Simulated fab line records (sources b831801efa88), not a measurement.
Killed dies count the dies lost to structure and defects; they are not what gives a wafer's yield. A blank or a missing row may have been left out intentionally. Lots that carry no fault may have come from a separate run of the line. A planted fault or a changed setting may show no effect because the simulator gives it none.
The same fault as seen by 2 desks ; flow gf180mcu ; each desk has only its own numbers; what lay behind them comes last

TOOL OWNER'S DESK, implanter-01
The tool's own readings at GF_LVPWELL_IMPLANT_08, given as means over the sampled wafers that have a number, one for each lot that went through this tool. Marked OUT: a lot whose mean sits more than 4 standard deviations from the usual mean, which makes it out of limits; the brackets give that distance.
Columns: A = dose_ions_cm2 at GF_LVPWELL_IMPLANT_08, usual 1.4996e+13; B = tilt_deg at GF_LVPWELL_IMPLANT_08, usual -0.005 degrees
lot;first seen here;A;B
L101;day 4 01:02;1.5003e+13;0.008
L102;day 4 07:34;1.4989e+13;-0.007
L105;day 5 01:05;1.4984e+13;-0.017
L106;day 5 07:39;1.5014e+13;-0.020
L113;day 6 23:45;1.5604e+13 (+38) OUT;0.000
L114;day 7 04:45;1.5598e+13 (+38) OUT;0.002
This desk's verdict: out of limits on L113, L114, starting with L113 at day 6 23:45 (dose_ions_cm2 at GF_LVPWELL_IMPLANT_08). L101, L102, L105, L106: within limits.

AT THE METROLOGY DESK
What the gauges read for every lot (on any tool): the sampled wafers with a number, averaged. Marked OUT: a lot whose mean sits more than 4 standard deviations from the usual mean, which makes it out of limits; the brackets give that distance.
Columns: A = LVPWELL_OVL at GF_LVPWELL_OVL_MEAS_07, usual 0.3 nm; B = LVPWELL_RS at GF_VT_IMPLANT_RS_MEAS_48, usual 1197 ohm/sq; C = MVPSD_RS at GF_VT_IMPLANT_RS_MEAS_49, usual 1168.8 ohm/sq
lot;first seen here;A;B;C
L101;day 4 00:59;1.2;1195;1170.1
L102;day 4 07:31;-1.5;1198;1165.3
L104;day 4 18:41;1.8;1196;1173.3
L105;day 5 00:59;1.9;1198;1170.0
L106;day 5 07:36;-1.2;1196;1170.5
L109;day 5 23:50;-0.1;1200;1164.5
L113;day 6 23:43;-1.2;1180 (-5.2) OUT;1164.9
L114;day 7 04:41;0.0;1170 (-8.3) OUT;1172.2
L116;day 7 15:03;0.2;1194;1173.7
L117;day 7 20:15;1.9;1195;1171.3
L118;day 8 00:47;1.7;1198;1168.6
This desk reports L113, L114 out of limits; the earliest was L113 at day 11 07:12 (LVPWELL_RS at GF_VT_IMPLANT_RS_MEAS_48). L101, L102, L104, L105, L106, L109, L116, L117, L118: within limits.

ALL TOGETHER
On L113, L114, at day 6 23:45, an alarm was possible from the tool owner's desk.
At day 11 07:12 the metrology desk could have sounded an alarm, on L113, L114.
GF_LVPWELL_IMPLANT_08 was run on implanter-01 by each of the lots named.

WHAT HAD BEEN PUT IN BY THE SIMULATOR
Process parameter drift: implanter-01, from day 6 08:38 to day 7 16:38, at GF_LVPWELL_IMPLANT_08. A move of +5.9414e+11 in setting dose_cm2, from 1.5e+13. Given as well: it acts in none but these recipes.
Struck lots among those shown: L113, L114.
Hours from the fault's start to each desk's first reading out of limits: the tool owner's desk, 15; the metrology desk, 119.
